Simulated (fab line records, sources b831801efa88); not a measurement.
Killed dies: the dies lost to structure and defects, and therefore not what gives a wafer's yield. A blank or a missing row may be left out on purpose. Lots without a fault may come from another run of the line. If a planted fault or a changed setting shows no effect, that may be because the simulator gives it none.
Which tool was responsible? + flow gf180mcu + Sampling: 6 lots, 18 wafers, 4 of 602 route steps

== WHAT THE GAUGES SHOWED, per wafer ==
GF_VT_IMPLANT_OVL_MEAS_29.
| lot  | measured     | on         | VT_IMPLANT_02_OVL (nm)              |
|------|--------------|------------|-------------------------------------|
| L726 | day 7 06:34  | overlay-02 | 1.0 1.5 1.4                         |
| L728 | day 7 15:22  | overlay-01 | 1.0 1.1 2.2                         |
| L738 | day 10 08:48 | overlay-01 | 176.9 176.7 178.0 176.3 176.1 177.1 |
| L741 | day 11 06:25 | overlay-02 | 0.2 1.7 1.2                         |
| L745 | day 12 08:00 | overlay-02 | -0.3 -0.5 0.8                       |
| L747 | day 12 20:27 | overlay-02 | 1.2 1.0 0.8                         |

== TOOL THAT RAN EACH LOT (tool first, then ch and the chambers of the sampled wafers, then the start) ==
| lot  | GF_VT_IMPLANT_STRIP_09              | GF_VT_IMPLANT_STRIP_20              | GF_VT_IMPLANT_EXPOSE_26            |
|------|-------------------------------------|-------------------------------------|------------------------------------|
| L726 | plasmaAsher-04 ch 0,1, day 5 23:17  | plasmaAsher-04 ch 0,1, day 6 15:01  | ilineStepper-02 ch 0, day 6 22:49  |
| L728 | plasmaAsher-03 ch 0,1, day 6 09:08  | plasmaAsher-04 ch 0,1, day 6 23:53  | ilineStepper-01 ch 0, day 7 07:55  |
| L738 | plasmaAsher-03 ch 0,1, day 8 21:35  | plasmaAsher-03 ch 0,1, day 9 14:56  | ilineStepper-02 ch 0, day 9 23:59  |
| L741 | plasmaAsher-02 ch 0,1, day 9 18:19  | plasmaAsher-02 ch 0,1, day 10 12:40 | ilineStepper-01 ch 0, day 10 21:58 |
| L745 | plasmaAsher-03 ch 0,1, day 10 17:59 | plasmaAsher-04 ch 0,1, day 11 12:23 | ilineStepper-01 ch 0, day 11 22:37 |
| L747 | plasmaAsher-04 ch 0,1, day 11 05:23 | plasmaAsher-03 ch 0,1, day 12 00:35 | ilineStepper-01 ch 0, day 12 10:27 |
- GF_VT_IMPLANT_STRIP_09: strips in O2/N2.
- GF_VT_IMPLANT_STRIP_20: strips in O2/N2.
- GF_VT_IMPLANT_EXPOSE_26: exposes mask LVPWELL HV AREA, target cd 860 nm.

== THE ANSWER, worked out from the rows above alone ==
Rule: the usual values come from the lots themselves. Put in order of their means at a reading, lots are off if they are a third of the lots or fewer, leave a main group of 4 or more, and stand apart from it by a gap of 3 or more times the standard deviation of the main group's means; of several such gaps the widest counts. The tables above print the reading to a certain number of digits; a main group whose means all agree to those digits is not used. Also off: a lot with no number at a reading for which 4 or more lots have one. The other lots that the step has rows for count as sound.
Off: L738, at GF_VT_IMPLANT_OVL_MEAS_29 (VT_IMPLANT_02_OVL). The main group has a mean of 1.0 nm with a standard deviation of 0.5.
A tool fits if, at a process step before that reading, it ran every lot that is off, and no sound lot after the first of them. Gauges at GF_VT_IMPLANT_OVL_MEAS_29: tried the same way as those tools. 2 tools fit, ilineStepper-02 at GF_VT_IMPLANT_EXPOSE_26 and overlay-01 at GF_VT_IMPLANT_OVL_MEAS_29, so this cannot tell which one it is.

== WHAT THE SIMULATOR HAD PUT IN ==
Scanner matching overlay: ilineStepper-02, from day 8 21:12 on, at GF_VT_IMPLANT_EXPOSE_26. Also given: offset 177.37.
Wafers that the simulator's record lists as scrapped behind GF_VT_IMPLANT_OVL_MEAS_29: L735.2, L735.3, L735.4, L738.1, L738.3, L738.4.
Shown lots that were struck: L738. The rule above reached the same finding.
